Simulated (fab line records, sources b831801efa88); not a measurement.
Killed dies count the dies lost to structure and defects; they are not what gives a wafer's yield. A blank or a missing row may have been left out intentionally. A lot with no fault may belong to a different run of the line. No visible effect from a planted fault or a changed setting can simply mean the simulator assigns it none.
The tool behind it: which one? + flow gf180mcu + Sampling: 10 lots, 30 wafers, 5 of 602 route steps

== WHAT THE GAUGES SHOWED, per wafer ==
GF_M3_RS_MEAS_05: a four-point-probe measurement.
| lot  | measured     | on            | M3_ALCU_RS (ohm/sq)  |
|------|--------------|---------------|----------------------|
| L438 | day 20 09:42 | film-metro-03 | 0.0703 0.0697 0.0699 |
| L439 | day 21 03:20 | film-metro-01 | 0.0714 0.0711 0.0710 |
| L440 | day 21 04:56 | film-metro-02 | 0.0692 0.0688 0.0695 |
| L442 | day 21 23:14 | film-metro-03 | 0.0703 0.0704 0.0700 |
| L441 | day 22 01:18 | film-metro-03 | 0.0707 0.0715 0.0713 |
| L449 | day 24 11:50 | film-metro-02 | 0.0687 0.0700 0.0698 |
| L450 | day 24 14:27 | film-metro-02 | 0.0683 0.0687 0.0678 |
| L458 | day 26 23:39 | film-metro-01 | 0.0682 0.0693 0.0684 |
| L459 | day 27 06:46 | film-metro-02 | 0.0695 0.0700 0.0698 |
| L461 | day 28 01:16 | film-metro-03 | 0.0688 0.0687 0.0679 |

GF_V3_RS_MEAS_24: a four-point-probe measurement.
| lot  | measured     | on            | V3_W_RS (ohm/sq)  |
|------|--------------|---------------|-------------------|
| L438 | day 22 10:58 | film-metro-01 | 0.332 0.327 0.326 |
| L439 | day 23 04:06 | film-metro-01 | 0.333 0.337 0.333 |
| L440 | day 23 05:34 | film-metro-02 | 0.326 0.325 0.327 |
| L442 | day 23 23:01 | film-metro-02 | 0.325 0.328 0.333 |
| L441 | day 24 00:25 | film-metro-04 | 0.333 0.333 0.329 |
| L449 | day 26 09:30 | film-metro-04 | 0.193 0.197 0.197 |
| L450 | day 26 11:45 | film-metro-01 | 0.194 0.193 0.193 |
| L458 | day 28 18:03 | film-metro-04 | 0.325 0.322 0.326 |
| L459 | day 29 01:05 | film-metro-04 | 0.326 0.322 0.323 |
| L461 | day 29 18:14 | film-metro-04 | 0.325 0.330 0.327 |

GF_V3_THK_MEAS_25: measures by xrf.
| lot  | measured     | on            | V3_W_THK (nm) |
|------|--------------|---------------|---------------|
| L438 | day 22 11:04 | film-metro-01 | 348 355 358   |
| L439 | day 23 04:12 | film-metro-01 | 343 340 344   |
| L440 | day 23 05:41 | film-metro-02 | 348 351 349   |
| L442 | day 23 23:08 | film-metro-02 | 349 346 344   |
| L441 | day 24 00:32 | film-metro-04 | 340 338 340   |
| L449 | day 26 09:37 | film-metro-04 | - 561 567     |
| L450 | day 26 11:52 | film-metro-01 | - - -         |
| L458 | day 28 18:10 | film-metro-04 | 350 352 347   |
| L459 | day 29 01:11 | film-metro-04 | 347 351 349   |
| L461 | day 29 18:22 | film-metro-04 | 348 343 346   |

== WHAT TOOL EACH LOT RAN ON (gives the tool, then ch and the chambers of the sampled wafers, and finally the start) ==
| lot  | GF_M3_METAL_ETCH_16               | GF_V3_CVD_23                  |
|------|-----------------------------------|-------------------------------|
| L438 | rie-metal-03 ch 1, day 21 09:17   | cvd-w-02 ch 0,1, day 22 10:50 |
| L439 | rie-metal-01 ch 0,1, day 22 02:58 | cvd-w-02 ch 0,1, day 23 03:59 |
| L440 | rie-metal-03 ch 0,1, day 22 04:13 | cvd-w-01 ch 0,1, day 23 05:26 |
| L442 | rie-metal-01 ch 0,1, day 22 22:34 | cvd-w-01 ch 0,1, day 23 22:53 |
| L441 | rie-metal-03 ch 0,1, day 23 00:17 | cvd-w-02 ch 0,1, day 24 00:19 |
| L449 | rie-metal-01 ch 1, day 25 09:43   | cvd-w-01 ch 0,1, day 26 09:23 |
| L450 | rie-metal-02 ch 0,1, day 25 12:49 | cvd-w-01 ch 0,1, day 26 11:38 |
| L458 | rie-metal-02 ch 0,1, day 27 20:25 | cvd-w-02 ch 0,1, day 28 17:56 |
| L459 | rie-metal-03 ch 0,1, day 28 03:16 | cvd-w-02 ch 0,1, day 29 00:59 |
| L461 | rie-metal-02 ch 0,1, day 28 20:37 | cvd-w-02 ch 0,1, day 29 18:07 |
- GF_M3_METAL_ETCH_16: etches the open film in Cl2/BCl3, stops on SiO2, target depth 627.5 nm, time 104.6 s.
- GF_V3_CVD_23: deposits W, target thk 350 nm, time 104.9 s.

== WHAT THE TOOLS THEMSELVES READ (means of the sampled wafers that have a number; where no wafer has one, the mark that the record gives instead) ==
GF_M3_METAL_ETCH_16.
| lot  | tool         | drypump-motor-current-A (A) | oes-product-au (a.u.) | throttle-valve-pct (%) |
|------|--------------|-----------------------------|-----------------------|------------------------|
| L438 | rie-metal-03 | 6.03                        | 0.968                 | 28.253                 |
| L439 | rie-metal-01 | 5.85                        | 0.969                 | 28.266                 |
| L440 | rie-metal-03 | 6.08                        | 0.969                 | 28.246                 |
| L442 | rie-metal-01 | 5.86                        | 0.969                 | 28.241                 |
| L441 | rie-metal-03 | 6.10                        | 0.962                 | 28.265                 |
| L449 | rie-metal-01 | 5.87                        | 0.976                 | 28.254                 |
| L450 | rie-metal-02 | 5.58                        | 0.977                 | 28.242                 |
| L458 | rie-metal-02 | 5.58                        | 0.977                 | 28.234                 |
| L459 | rie-metal-03 | 6.07                        | 0.970                 | 28.254                 |
| L461 | rie-metal-02 | 5.43                        | 0.979                 | 28.240                 |

GF_V3_CVD_23.
| lot  | tool     | chamber-pressure-Torr (Torr) | heater-power-w (W) | susceptor-temp-C (C) |
|------|----------|------------------------------|--------------------|----------------------|
| L438 | cvd-w-02 | 39.99                        | 1029               | 400.01               |
| L439 | cvd-w-02 | 40.04                        | 1012               | 400.03               |
| L440 | cvd-w-01 | 40.00                        | 716                | 400.32               |
| L442 | cvd-w-01 | 39.92                        | 719                | 399.98               |
| L441 | cvd-w-02 | 39.97                        | 1045               | 399.99               |
| L449 | cvd-w-01 | 39.92                        | 874                | 429.87               |
| L450 | cvd-w-01 | 40.02                        | 867                | 429.81               |
| L458 | cvd-w-02 | 40.12                        | 1043               | 399.92               |
| L459 | cvd-w-02 | 39.99                        | 1056               | 400.08               |
| L461 | cvd-w-02 | 40.00                        | 1050               | 399.89               |

== THE ANSWER, worked out from the rows above alone ==
Rule: usual is defined by the lots themselves. The widest of any qualifying gaps counts: lots, ordered by their means at a reading, are off when they make up no more than a third of the lots, leave a main group of 4 or more, and stand apart from it by 3 or more times the standard deviation of that group's means. A main group is skipped when, at the precision printed for the reading in the tables above, its means are all equal. Also off: a lot with no number at a reading for which 4 or more lots have one. Where the step has rows for the other lots, those lots are counted as sound. The gauges are gone through in route order, then the tools' own readings, and for those a lot's mean is taken as printed above. At the first step where some lot is off, the reading lying furthest off is the one used; lots without a number count as furthest.
Off: L449, L450, at GF_V3_RS_MEAS_24 (V3_W_RS). The main group has a mean of 0.328 ohm/sq with a standard deviation of 0.0034.
If a tool, at a process step before that reading, ran all the lots that are off and no sound lot after the first of them, it fits. The gauges at GF_V3_RS_MEAS_24 aren't tried: what is off there is off at GF_V3_CVD_23 too, on other tools, and a gauge's error can't cause that. One candidate fits, namely cvd-w-01 at GF_V3_CVD_23. A fault onset in the window from L442 (day 23 22:53, its last sound lot) to L449 (day 26 09:23, its first lot off) fits.
The tool's own readings at GF_V3_CVD_23 bear it out: on the lots that are off they differ by more than 5 times the standard deviation of the sound lots' means. susceptor-temp-C reads 429.84 C there against 400.03 C on the sound lots.

== WHAT HAD BEEN PUT IN BY THE SIMULATOR ==
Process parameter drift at GF_V3_CVD_23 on cvd-w-01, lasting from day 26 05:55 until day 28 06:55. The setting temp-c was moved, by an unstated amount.
Struck lots among those shown: L449, L450. The rule above reached the same finding.
